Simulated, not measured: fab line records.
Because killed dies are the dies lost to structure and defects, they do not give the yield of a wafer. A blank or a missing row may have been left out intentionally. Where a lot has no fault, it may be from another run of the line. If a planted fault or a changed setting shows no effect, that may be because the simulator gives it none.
Matching of chambers    flow gf180mcu    cmp-01 running GF_V4_CMP_26: 4 sister chambers
The step polishes, stops on SiO2, t overpolish 15 s, target thk 0 nm. 4 wafers are shown with their chamber, then 12 later ones without.

EACH WAFER AND ITS CHAMBER
wafer   chamber  motor current A (A)
L085.2  1        9.4
L088.5  2        12.6
L094.5  0        10.2
L094.6  3        13.3

WAFERS WHOSE CHAMBER IS MISSING
wafer   motor current A (A)
L095.1  13.2
L095.4  10.6
L095.5  10.0
L097.2  13.3
L097.3  10.1
L097.4  9.7
L097.1  12.9
L097.5  9.8
L097.6  12.8
L096.1  12.4
L096.2  10.3
L096.6  12.1

WHICH CHAMBER EACH ONE RAN IN
wafer   from the rows above      in truth
L095.1  can't be placed: 3 or 2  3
L095.4  0                        0
L095.5  can't be placed: 0 or 1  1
L097.2  3                        3
L097.3  0                        0
L097.4  can't be placed: 1 or 0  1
L097.1  can't be placed: 2 or 3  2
L097.5  can't be placed: 0 or 1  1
L097.6  can't be placed: 2 or 3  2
L096.1  2                        2
L096.2  0                        0
L096.6  2                        2
Placed correctly: 6 of 12. From these rows, 6 cannot be placed; in 6 the true chamber is one of the candidates. Number placed wrongly: 0.
How it was worked out, from the rows above alone: a wafer's distance from a chamber is the root of the sum, over the readings, of the square of ((its reading less the chamber's mean) divided by the reading's scatter). The wafer belongs to the nearest chamber; if the next one is less than 2 further off, it can't be placed. For every chamber, the mean is computed from those of its wafers that are shown. The scatter (one wafer shown for each chamber): square how far every hidden wafer sits from the nearest shown wafer, average those squares and take the square root.
